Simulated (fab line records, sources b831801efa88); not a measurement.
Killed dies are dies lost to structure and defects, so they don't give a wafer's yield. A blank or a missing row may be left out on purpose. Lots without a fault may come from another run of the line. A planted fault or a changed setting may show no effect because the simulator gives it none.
A struck lot beside a sound one | flow gf180mcu | 15 steps out of a route of 602
Sound: wafers L695.3, L695.5, L695.6. Struck: wafers L701.3, L701.4, L701.5. The cause comes at the end.
At each step with rows: each side's tool, then ch and its chambers, then its first start. Under that, the readings that differ: sound wafers | struck wafers | difference of the means | sigmas: that difference in standard deviations of wafers without a fault.
alike: readings whose means differ by less than 2 such deviations, and words and numbers that are the same on both sides. not compared: withheld readings, readings that some wafer has no value for, bounds like >300 that may hide the same value, and numbers for which the record gives no deviation and whose values overlap.
The two part at a step that has a row with sigmas, a row that says differs or no value, or rows on one side only. Numbers that don't overlap but have no deviation are shown without sigmas and don't part them. A reading that every wafer of one side lacks parts them only if that side has two wafers or more.

first, 1 step without rows for these wafers: GF_HV_LDD_IMPLANT_36.
GF_HV_LDD_STRIP_37: strips in O2/N2.
  sound on plasma_asher-03 ch 0,1, day 12 01:01; struck on plasma_asher-04 ch 0,1, day 14 06:28
  alike: drypump_motor_current_A, heater_power_w, oes_product_au, strip_time_to_endpoint_s
  not compared: rf_hours_counter_h
GF_HV_LDD_TW_MEAS_38:
  sound on film_metro-03, day 12 01:07; struck on film_metro-02, day 14 06:34
  reading     | sound          | struck         | difference | sigmas
  HV_LDD_3_TW | 1408 1419 1412 | 1439 1443 1435 | +26        | +2
then, 7 steps without rows for these wafers: GF_HV_LDD_DEHYDRATE_39 (time 60 s); GF_HV_LDD_HMDS_40 (prime time 60 s); GF_HV_LDD_COAT_41 (resist thk 1000 nm); GF_HV_LDD_SOFTBAKE_42 (time 60 s); GF_HV_LDD_EXPOSE_43 (exposes mask Pplus HV AREA, target cd 400 nm); GF_HV_LDD_PEB_44; GF_HV_LDD_DEVELOP_45 (develop time 60 s).
GF_HV_LDD_CD_MEAS_46: target cd 400 nm.
  sound on cd_sem-02, day 12 20:59; struck on cd_sem-01, day 15 03:49
  alike: cd_nm
GF_HV_LDD_OVL_MEAS_47:
  sound on overlay-02, day 12 21:05; struck on overlay-02, day 15 03:55
  alike: HV_LDD_03_OVL
GF_HV_LDD_IMPLANT_48:
  sound on implanter-04 ch 0, day 12 21:09; struck on implanter-02 ch 0, day 15 03:59
  reading       | sound                         | struck                        | difference | sigmas
  dose_ions_cm2 | 3.001e+13 2.998e+13 3.005e+13 | 2.898e+13 2.897e+13 2.897e+13 | -1.040e+12 | -32
  alike: end_station_pressure_torr
GF_HV_LDD_STRIP_49: strips in O2/N2.
  sound on plasma_asher-03 ch 0,1, day 12 21:17; struck on plasma_asher-04 ch 0,1, day 15 04:07
  alike: drypump_motor_current_A, heater_power_w, oes_product_au, strip_time_to_endpoint_s
  not compared: rf_hours_counter_h
-- the record jumps here: 16 days lie between the struck wafers' starts before and after (it left off in module HV_LDD and takes up again in module PASSIVATION, whose first step shown is number 602 of the route) --
GF_PASSIVATION_PROBE_99:
  the record has rows for the struck wafers here (prober-01, day 31 11:07) and none for the sound ones

WHERE THEY PART
First at GF_HV_LDD_TW_MEAS_38; last, within this record, at GF_PASSIVATION_PROBE_99.

WHY: what the simulator had put in
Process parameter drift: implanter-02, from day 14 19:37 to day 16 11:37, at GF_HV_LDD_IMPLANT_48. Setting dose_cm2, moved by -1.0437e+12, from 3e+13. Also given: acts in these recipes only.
